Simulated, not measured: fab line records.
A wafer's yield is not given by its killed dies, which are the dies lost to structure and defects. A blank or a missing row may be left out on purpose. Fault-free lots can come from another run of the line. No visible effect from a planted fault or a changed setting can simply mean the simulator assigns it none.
Which tool is to blame? -- flow sky130 -- 14 lots, 42 wafers sampled, at 6 steps of a route of 708

WHAT EACH GAUGE READ, for each wafer
SKY_LDD_HVP_TW_MEAS_10.
lot,measured,on,LDD_HVP_TW
L131,day 22 08:59,film metro-01,462 462 463
L132,day 22 11:31,film metro-01,463 463 463
L134,day 22 22:10,film metro-02,453 453 452
L135,day 24 00:18,film metro-04,459 458 455
L138,day 24 13:13,film metro-04,461 460 460
L139,day 24 23:38,film metro-02,451 451 451
L144,day 26 19:34,film metro-02,452 452 453
L145,day 27 00:11,film metro-04,456 457 455
L147,day 27 15:34,film metro-02,450 450 450
L148,day 28 07:30,film metro-02,452 453 450
L149,day 28 13:41,film metro-01,462 461 461
L151,day 28 18:22,film metro-02,451 454 454
L152,day 29 03:28,film metro-04,460 461 461
L153,day 29 19:01,film metro-04,461 463 462

SKY_SD_P_CD_MEAS_07 targets a cd of 380 nm.
lot,measured,on,cd nm (nm)
L131,day 26 03:53,cd sem-01,384 385 386
L132,day 26 09:02,cd sem-01,383 386 381
L134,day 26 15:49,cd sem-02,381 383 383
L135,day 27 17:10,cd sem-01,423 423 423
L138,day 28 06:04,cd sem-02,424 426 425
L139,day 28 16:13,cd sem-02,376 378 374
L144,day 30 10:04,cd sem-01,380 379 379
L145,day 30 14:49,cd sem-01,377 378 376
L147,day 31 05:26,cd sem-01,380 377 379
L148,day 31 21:20,cd sem-01,378 377 377
L149,day 32 05:20,cd sem-01,377 376 377
L151,day 32 10:20,cd sem-02,381 379 379
L152,day 32 17:26,cd sem-01,379 377 379
L153,day 33 06:34,cd sem-01,376 378 378

SKY_RES_XHIGH_TW_MEAS_09.
lot,measured,on,RES_XHIGH_TW
L131,day 27 09:04,film metro-01,1659 1666 1661
L132,day 27 14:20,film metro-01,1667 1664 1667
L134,day 27 20:54,film metro-03,1665 1653 1654
L135,day 28 22:08,film metro-04,1654 1659 1667
L138,day 29 10:39,film metro-04,1668 1672 1665
L139,day 29 20:52,film metro-04,1667 1661 1662
L144,day 31 14:28,film metro-04,1649 1644 1639
L145,day 31 18:37,film metro-03,1671 1682 1675
L147,day 32 08:53,film metro-01,1671 1678 1675
L148,day 33 00:35,film metro-01,1666 1669 1664
L149,day 33 09:00,film metro-04,1671 1663 1670
L151,day 33 13:23,film metro-04,1665 1665 1661
L152,day 33 20:02,film metro-03,1684 1681 1676
L153,day 34 08:48,film metro-04,1646 1650 1648

SKY_LI_CONTACT_THK_MEAS_01.
lot,measured,on,LI_CONTACT_HDPCVD_THK (nm)
L131,day 28 15:38,film metro-03,958 965 943
L132,day 28 19:54,film metro-03,947 954 947
L134,day 29 01:28,film metro-03,968 961 973
L135,day 30 03:04,film metro-04,973 951 972
L138,day 30 15:07,film metro-04,987 983 981
L139,day 31 02:20,film metro-03,968 958 965
L144,day 32 18:20,film metro-01,958 971 964
L145,day 32 23:50,film metro-04,957 960 962
L147,day 33 13:24,film metro-01,962 973 977
L148,day 34 04:18,film metro-01,989 969 970
L149,day 34 13:04,film metro-03,971 949 983
L151,day 34 21:08,film metro-03,979 981 962
L152,day 35 00:04,film metro-04,983 971 970
L153,day 35 11:05,film metro-03,992 964 965

TOOL THAT RAN EACH LOT (tool first, then ch and the chambers of the sampled wafers, then the start)
lot,SKY_SD_P_COAT_02,SKY_SD_P_STRIP_10
L131,"litho track-04 ch 0, day 25 13:29","plasma asher-03 ch 0,1, day 26 04:11"
L132,"litho track-03 ch 0, day 25 19:32","plasma asher-01 ch 0,1, day 26 09:19"
L134,"litho track-03 ch 0, day 26 01:25","plasma asher-02 ch 0,1, day 26 16:07"
L135,"litho track-03 ch 0, day 27 03:25","plasma asher-03 ch 0,1, day 27 17:28"
L138,"litho track-03 ch 0, day 27 15:37","plasma asher-01 ch 0,1, day 28 06:22"
L139,"litho track-04 ch 0, day 28 02:17","plasma asher-01 ch 0,1, day 28 16:31"
L144,"litho track-04 ch 0, day 29 19:59","plasma asher-03 ch 0,1, day 30 10:22"
L145,"litho track-03 ch 0, day 30 00:40","plasma asher-03 ch 0,1, day 30 15:07"
L147,"litho track-03 ch 0, day 30 15:38","plasma asher-03 ch 0,1, day 31 05:43"
L148,"litho track-03 ch 0, day 31 07:23","plasma asher-02 ch 0,1, day 31 21:37"
L149,"litho track-03 ch 0, day 31 15:41","plasma asher-03 ch 0,1, day 32 05:37"
L151,"litho track-03 ch 0, day 31 19:55","plasma asher-02 ch 0,1, day 32 10:38"
L152,"litho track-02 ch 0, day 32 04:04","plasma asher-02 ch 0,1, day 32 17:44"
L153,"litho track-02 ch 0, day 32 16:58","plasma asher-01 ch 0,1, day 33 06:52"
- SKY_SD_P_COAT_02: resist thk 1140 nm.
- SKY_SD_P_STRIP_10: strips in O2/N2.

WHAT THE TOOLS THEMSELVES READ (means of the sampled wafers that have a number; where no wafer has one, the mark that the record gives instead)
SKY_SD_P_STRIP_10.
lot,tool,chamber pressure mTorr (mTorr),drypump motor current A (A),oes product au (a.u.),strip time to endpoint s (s)
L131,plasma asher-03,1498.5,5.2,0.618,17.48
L132,plasma asher-01,1499.9,6.1,0.613,17.53
L134,plasma asher-02,1500.1,4.9,0.618,17.52
L135,plasma asher-03,1500.2,5.2,0.587,13.52
L138,plasma asher-01,1500.1,6.1,0.588,13.42
L139,plasma asher-01,1500.5,6.1,0.615,17.49
L144,plasma asher-03,1499.9,5.2,0.621,17.51
L145,plasma asher-03,1499.3,5.2,0.618,17.50
L147,plasma asher-03,1499.0,5.2,0.612,17.47
L148,plasma asher-02,1500.5,4.9,0.619,17.52
L149,plasma asher-03,1501.1,5.2,0.618,17.50
L151,plasma asher-02,1500.8,4.9,0.621,17.48
L152,plasma asher-02,1498.9,4.9,0.618,17.49
L153,plasma asher-01,1501.1,6.1,0.620,17.54

THE ANSWER, worked out from the rows above alone
Rule: what is usual is taken from the lots themselves. Put in order of their means at a reading, lots are off if they are a third of the lots or fewer, leave a main group of 4 or more, and stand apart from it by a gap of 3 or more times the standard deviation of the main group's means; of several such gaps the widest counts. If all means in a main group match to the digits the tables above print for the reading, that group is not used. Also off: a lot with no number at a reading for which 4 or more lots have one. The other lots that the step has rows for count as sound. First the gauges in route order, then the tools' own readings, where a lot's mean is used as printed above. At the first step where some lot is off, the reading lying furthest off is the one used; lots without a number count as furthest.
Off, at SKY_SD_P_CD_MEAS_07 on cd nm: L135, L138. For the main group the mean is 379 nm and the standard deviation 2.7.
If a tool, at a process step before that reading, ran all the lots that are off and no sound lot after the first of them, it fits. Not tried: the gauges at SKY_SD_P_CD_MEAS_07; whatever is off there is also off at SKY_SD_P_STRIP_10, on other tools, and gauge error can't account for it. Not one of the candidates tried fits.

WHAT THE SIMULATOR HAD INSERTED
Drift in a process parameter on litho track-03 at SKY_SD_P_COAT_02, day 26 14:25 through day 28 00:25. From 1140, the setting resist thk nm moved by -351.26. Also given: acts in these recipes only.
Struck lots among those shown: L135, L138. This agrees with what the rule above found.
